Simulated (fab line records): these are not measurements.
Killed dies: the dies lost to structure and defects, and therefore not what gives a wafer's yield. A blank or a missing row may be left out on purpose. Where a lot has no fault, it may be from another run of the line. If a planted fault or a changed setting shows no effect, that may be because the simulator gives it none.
fab line records    flow sfq-line
[record] lots = 14  wafers = 42  last-day = 77
route steps=325 shown JJ@178
lots with no fault: from the same line, run without faults
start-h: hours from the record's opening day to when the first of the lot's shown wafers began    wait-h: time in hours since the lot's previous step    " unchanged from the row above    L1.1+2: one row covering several wafers at once    - value missing, or start not given    * or withheld: withheld    < > ~ a bound
route shown NAME@n: a module of which the file shows steps, and the number in the route of the first    usual: the fault-free wafers' mean and standard deviation    same: alike in all rows    chamber/n: place in a boat    sites: per-site readings    _std_site: the values' standard deviation    _edge_site: inner sites' mean taken away from outer sites' mean    radius-mm: for every site, how far away it sits from the centre of the wafer    mask NAME#n: copy n    behind: the tool/chamber that last shaped the wafer    hold: why the lot was held/for how many hours/how that ended    device: names the non-switching transistor (n, p or np)    end of line: the same wafers' tests at the end of the route    for a step that has no rows: nothing shown but its recipe    killed: dies lost to structure and defects at the first sort, not the wafer's yield    map: per-die view of a wafer (x killed, . not killed, _ where there is no die)
set.NAME: setting as actually run; set.NAME@STEP: the setting as run at that earlier step    model.NAME: the simulator's own value behind a step, which no gauge read
one table for each step of the route and one row for each wafer, over a sample of lots
services: a tool's chamber out of use, with start hour (start-h, from the record's first day; less than 0 if before it), hours out, and reason
[[steps]]
[step SFQ_TRILAYER_JJ_TRILAYER_DEP_PRE_CLEAN_113]
[recipe] gas = Ar  time-s = 22.5  bias-v = 250
[usual] bias-v = 250.0/2.4  time-s = 22.5/0
lot.wafer  tool            chamber  start-h  wait-h  bias-v  time-s
L851.2     pvd-sputter-04  -        932.54   0.0     249.3   22.5
L851.3     "               -        "        "       243.9   22.5
L851.5     "               -        "        "       252.5   22.5
L852.2     pvd-sputter-03  -        936.14   0.0     248.0   22.5
L852.4     "               -        "        "       251.2   22.5
L852.6     "               -        "        "       248.6   22.5
L854.1     pvd-sputter-03  -        946.74   0.0     247.9   22.5
L854.2     "               -        "        "       244.8   22.5
L854.6     "               -        "        "       248.6   22.5
L855.1     pvd-sputter-04  -        958.74   0.0     251.3   22.5
L855.3     "               -        "        "       252.9   22.5
L855.5     "               -        "        "       253.3   22.5
L857.2     pvd-sputter-04  -        971.01   0.0     -       -
L857.3     "               -        "        "       -       -
L857.5     "               -        "        "       -       -
L858.1     pvd-sputter-06  -        974.61   0.0     -       -
L858.2     "               -        "        "       -       -
L858.6     "               -        "        "       -       -
L866.1     pvd-sputter-04  -        1047.48  0.0     251.2   22.5
L866.4     "               -        "        "       247.2   22.5
L866.5     "               -        "        "       249.2   22.5
L867.2     pvd-sputter-06  -        1053.11  0.0     252.2   22.5
L867.3     "               -        "        "       250.4   22.5
L867.4     "               -        "        "       247.8   22.5
L868.3     pvd-sputter-06  -        1060.31  0.0     247.2   22.5
L868.5     "               -        "        "       250.9   22.5
L868.6     "               -        "        "       250.9   22.5
L869.1     pvd-sputter-06  -        1067.51  0.0     248.1   22.5
L869.2     "               -        "        "       251.6   22.5
L869.3     "               -        "        "       253.5   22.5
L870.1     pvd-sputter-06  -        1078.92  0.0     246.8   22.5
L870.2     "               -        "        "       248.9   22.5
L870.5     "               -        "        "       252.9   22.5
L871.2     pvd-sputter-03  -        1087.32  0.0     247.1   22.5
L871.3     "               -        "        "       249.7   22.5
L871.5     "               -        "        "       247.6   22.5
L872.1     pvd-sputter-04  -        1093.47  0.0     249.0   22.5
L872.4     "               -        "        "       252.2   22.5
L872.5     "               -        "        "       252.1   22.5
L873.4     pvd-sputter-06  -        1095.87  0.0     251.7   22.5
L873.5     "               -        "        "       247.3   22.5
L873.6     "               -        "        "       246.6   22.5
[[services]]
tool            chamber  start-h  hours  kind
pvd-sputter-06  -        914.01   2.9    repair
pvd-sputter-03  -        932.82   2.5    repair
pvd-sputter-03  -        1042.44  0.5    repair
[[key]]
[first-sign] step = SFQ_TRILAYER_JJ_TRILAYER_DEP_PRE_CLEAN_113  reading = tool-record  direction = missing
effect none on later readings
met-at SFQ_TRILAYER_JJ_TRILAYER_DEP_PRE_CLEAN_113
struck-lots L857,L858
onset-between 958.74 971.01
[fault] kind = skipped-step-whole  tool = pvd-sputter-04,pvd-sputter-06  chamber = -  onset-h = 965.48  steps = SFQ_TRILAYER_JJ_TRILAYER_DEP_PRE_CLEAN_113  scope = struck-lots-only
